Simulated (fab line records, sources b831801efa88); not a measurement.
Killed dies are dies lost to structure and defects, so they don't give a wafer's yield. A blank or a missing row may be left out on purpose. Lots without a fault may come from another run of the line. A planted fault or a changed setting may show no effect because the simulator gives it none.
Which tool did it? | flow gf180mcu | 13 lots, 39 wafers sampled, at 2 steps of a route of 602

WHAT THE GAUGES READ, wafer by wafer
GF_MIM_THK_MEAS_11: measures by xrf. Usual: MIM_ALCU_THK 200.6 nm, standard deviation 2.
lot  | measured     | on            | MIM_ALCU_THK (nm) | flag
L269 | day 24 08:53 | film_metro-01 | 199.3 199.6 199.4 |
L271 | day 24 20:58 | film_metro-03 | 203.7 203.8 202.9 |
L273 | day 25 23:38 | film_metro-03 | 197.9 199.6 200.1 |
L275 | day 26 15:08 | film_metro-03 | 195.8 195.5 196.7 |
L276 | day 26 20:23 | film_metro-01 | 199.4 200.3 198.8 |
L277 | day 27 06:56 | film_metro-01 | 198.1 199.1 199.9 |
L279 | day 27 21:35 | film_metro-03 | 198.4 199.5 200.1 |
L280 | day 27 23:31 | film_metro-03 | 203.4 201.2 199.6 |
L281 | day 28 11:32 | film_metro-03 | 200.5 200.0 200.1 |
L283 | day 29 00:02 | film_metro-01 | 202.8 200.2 202.3 |
L285 | day 29 15:41 | film_metro-03 | 201.0 201.7 200.9 |
L286 | day 29 21:20 | film_metro-01 | 202.2 204.2 202.3 |
L287 | day 30 03:02 | film_metro-01 | 202.3 201.6 200.2 |

WHICH TOOL RAN EACH LOT (tool, then ch and the chambers of the sampled wafers, then the start)
lot  | GF_DUAL_GATE_STRIP_13
L269 | plasma_asher-03 ch 0,1, day 8 09:19
L271 | plasma_asher-03 ch 0,1, day 8 19:37
L273 | plasma_asher-02 ch 0,1, day 9 10:59
L275 | plasma_asher-04 ch 0,1, day 10 03:28
L276 | plasma_asher-04 ch 0,1, day 10 06:22
L277 | plasma_asher-04 ch 0,1, day 10 15:45
L279 | plasma_asher-02 ch 0,1, day 11 05:09
L280 | plasma_asher-02 ch 0,1, day 11 12:16
L281 | plasma_asher-04 ch 0,1, day 11 18:32
L283 | plasma_asher-04 ch 0,1, day 12 09:29
L285 | plasma_asher-04 ch 1, day 12 23:21
L286 | plasma_asher-04 ch 0,1, day 13 06:29
L287 | plasma_asher-04 ch 0,1, day 13 11:53
- GF_DUAL_GATE_STRIP_13: strips in O2/N2.

WHAT THE TOOLS THEMSELVES READ (means of the sampled wafers that have a number; where no wafer has one, the mark that the record gives instead)
GF_DUAL_GATE_STRIP_13. Usual: drypump_motor_current_A 5.6 A, standard deviation 0.39; heater_power_w 326 W, standard deviation 13; oes_product_au 0.716 a.u., standard deviation 0.0045; strip_time_to_endpoint_s 12.62 s, standard deviation 0.033.
lot  | tool            | drypump_motor_current_A (A) | heater_power_w (W) | oes_product_au (a.u.) | strip_time_to_endpoint_s (s) | flag
L269 | plasma_asher-03 | 5.3                         | 317                | 0.716                 | 12.66                        |
L271 | plasma_asher-03 | 5.6                         | 319                | 0.719                 | 12.67                        |
L273 | plasma_asher-02 | 5.9                         | 315                | 0.714                 | 12.62                        |
L275 | plasma_asher-04 | 5.5                         | 328                | 0.715                 | 12.61                        |
L276 | plasma_asher-04 | 5.7                         | 330                | 0.716                 | 12.57                        |
L277 | plasma_asher-04 | 5.7                         | 333                | 0.718                 | 12.63                        |
L279 | plasma_asher-02 | 5.7                         | 329                | 0.718                 | 12.58                        |
L280 | plasma_asher-02 | 5.9                         | 319                | 0.713                 | 12.62                        |
L281 | plasma_asher-04 | 5.4                         | 329                | 0.714                 | 12.62                        |
L283 | plasma_asher-04 | 5.5                         | 331                | 0.714                 | 12.58                        |
L285 | plasma_asher-04 | 5.2                         | 329                | 0.716                 | 12.61                        |
L286 | plasma_asher-04 | 5.7                         | 330                | 0.717                 | 12.61                        |
L287 | plasma_asher-04 | 5.7                         | 333                | 0.714                 | 12.63                        |

THE ANSWER, worked out from the rows above alone
Rule: a lot is off if the mean of its wafers that have a number lies more than 3 standard deviations from the usual mean. A lot without any number at a reading at which 4 lots or more have one is off too. The other lots that the step has rows for count as sound. The gauges are gone through in route order, then the tools' own readings, and for those a lot's mean is taken as printed above. The first step at which some lot is off is used, and at that step the reading that is off furthest; a lot without a number counts as furthest.
No lot is off at any reading shown: from this, nothing can be told.

WHAT THE SIMULATOR HAD PUT IN
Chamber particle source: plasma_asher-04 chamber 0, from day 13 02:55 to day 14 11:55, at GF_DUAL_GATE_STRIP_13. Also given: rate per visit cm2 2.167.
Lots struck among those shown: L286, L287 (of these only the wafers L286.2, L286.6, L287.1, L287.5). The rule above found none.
